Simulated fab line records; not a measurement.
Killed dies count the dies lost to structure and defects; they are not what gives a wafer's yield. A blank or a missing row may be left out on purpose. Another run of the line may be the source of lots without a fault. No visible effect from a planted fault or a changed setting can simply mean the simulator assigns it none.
Chamber matching -- flow sky130 -- cmp-01 running SKY_VIA2_CMP_24: 4 sister chambers
The step polishes, stops on SiO2, t overpolish 20 s, target thk 0 nm. 14 wafers are shown with their chamber, then 7 later ones without.

## WAFERS PAIRED WITH THEIR CHAMBERS
wafer,chamber,motor_current_A (A),overpolish_run_s (s),time_to_endpoint_s (s)
L193.1,0,11.5,20.011,102.7
L193.3,2,10.8,19.993,99.4
L193.6,2,10.7,19.991,102.4
L194.1,0,11.5,19.981,107.4
L194.4,2,10.9,19.999,102.5
L194.6,1,11.4,19.999,105.1
L195.1,2,11.4,20.000,94.1
L195.3,3,12.4,20.007,98.3
L195.4,0,11.1,20.009,101.7
L197.2,0,11.1,19.994,102.8
L197.5,1,12.0,19.992,99.4
L197.6,2,10.7,19.997,101.5
L208.1,2,10.9,20.003,105.6
L208.2,0,11.8,20.009,100.7

SIGNATURES (means of the wafers above)
reading,chamber 0,chamber 1,chamber 2,chamber 3,scatter within a chamber
motor_current_A,11.400,11.700,10.900,12.400,0.297
overpolish_run_s,20.00080,19.99550,19.99717,20.00700,0.00896
time_to_endpoint_s,103.060,102.250,100.917,98.300,3.44
Rule: for a wafer and a chamber, the distance is found by dividing, reading by reading, the gap between the wafer's reading and the chamber's mean by the reading's scatter, squaring, summing and taking the root. The wafer belongs to the nearest chamber; if the next one is less than 2 further off, it can't be placed. How the scatter is found: for the shown wafers, subtract from each reading the mean of its chamber, square and add these, divide the total by (wafers less chambers), then take the root.

## WAFERS MISSING THEIR CHAMBER
wafer,motor_current_A (A),overpolish_run_s (s),time_to_endpoint_s (s)
L208.6,10.5,20.013,102.2
L214.1,11.7,19.999,97.9
L214.4,12.3,20.002,102.4
L214.6,11.7,19.988,99.7
L216.2,11.8,19.998,99.7
L216.3,10.9,20.005,100.4
L216.4,11.7,19.997,101.0

## WHICH CHAMBER EACH ONE RAN IN
wafer,from the rows above,in truth
L208.6,can't be placed: 2 or 0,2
L214.1,can't be placed: 1 or 0 or 3 or 2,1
L214.4,can't be placed: 3 or 1 or 0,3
L214.6,can't be placed: 1 or 0 or 2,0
L216.2,can't be placed: 1 or 0 or 3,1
L216.3,can't be placed: 2 or 0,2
L216.4,can't be placed: 1 or 0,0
Placed correctly: 0 of 7. Cannot be placed on the basis of these rows: 7; the candidates contain the true chamber in 7. Placed wrongly: 0.
